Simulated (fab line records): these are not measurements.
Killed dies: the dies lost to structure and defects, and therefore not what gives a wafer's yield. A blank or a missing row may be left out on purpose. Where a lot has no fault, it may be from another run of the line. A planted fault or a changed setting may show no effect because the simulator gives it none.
Chamber matching | flow gf180mcu | GF_V5_CMP_26 on cmp-01: 4 sister chambers
The step polishes, stops on SiO2, t overpolish 15 s, target thk 0 nm. 7 wafers are shown with their chamber, then 7 later ones without.

== EACH WAFER AND ITS CHAMBER ==
wafer  | chamber | motor current A (A) | time to endpoint s (s)
L725.4 | 0       | 11.7                | 76
L739.3 | 2       | 10.0                | 89
L741.1 | 1       | 10.9                | 85
L741.2 | 2       | 8.9                 | 82
L741.6 | 3       | 9.4                 | 83
L744.2 | 3       | 9.6                 | 91
L744.4 | 1       | 11.2                | 89

== WAFERS MISSING THEIR CHAMBER ==
wafer  | motor current A (A) | time to endpoint s (s)
L744.5 | 10.6                | 88
L743.2 | 9.3                 | 91
L743.5 | 10.4                | 94
L743.6 | 11.5                | 83
L745.1 | 11.5                | 80
L745.2 | 10.1                | 89
L745.6 | 11.2                | 80

== WHICH CHAMBER EACH WENT THROUGH ==
wafer  | from the rows above          | in truth
L744.5 | can't be placed: 1 or 3 or 2 | 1
L743.2 | can't be placed: 3 or 2      | 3
L743.5 | can't be placed: 1 or 3 or 2 | 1
L743.6 | can't be placed: 1 or 0      | 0
L745.1 | can't be placed: 0 or 1      | 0
L745.2 | can't be placed: 3 or 2 or 1 | 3
L745.6 | can't be placed: 0 or 1      | 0
Correctly placed: 0 of 7. Unplaceable from these rows: 7, with the true chamber sitting among the candidates in 7. 0 placed wrongly.
How it was worked out, from the rows above alone: a wafer's distance from a chamber is the root of the sum, over the readings, of the square of ((its reading less the chamber's mean) divided by the reading's scatter). The wafer belongs to the nearest chamber; if the next one is less than 2 further off, it can't be placed. A chamber's mean is the mean of its shown wafers. How the scatter is found: for the shown wafers, subtract from each reading the mean of its chamber, square and add these, divide the total by (wafers less chambers), then take the root.
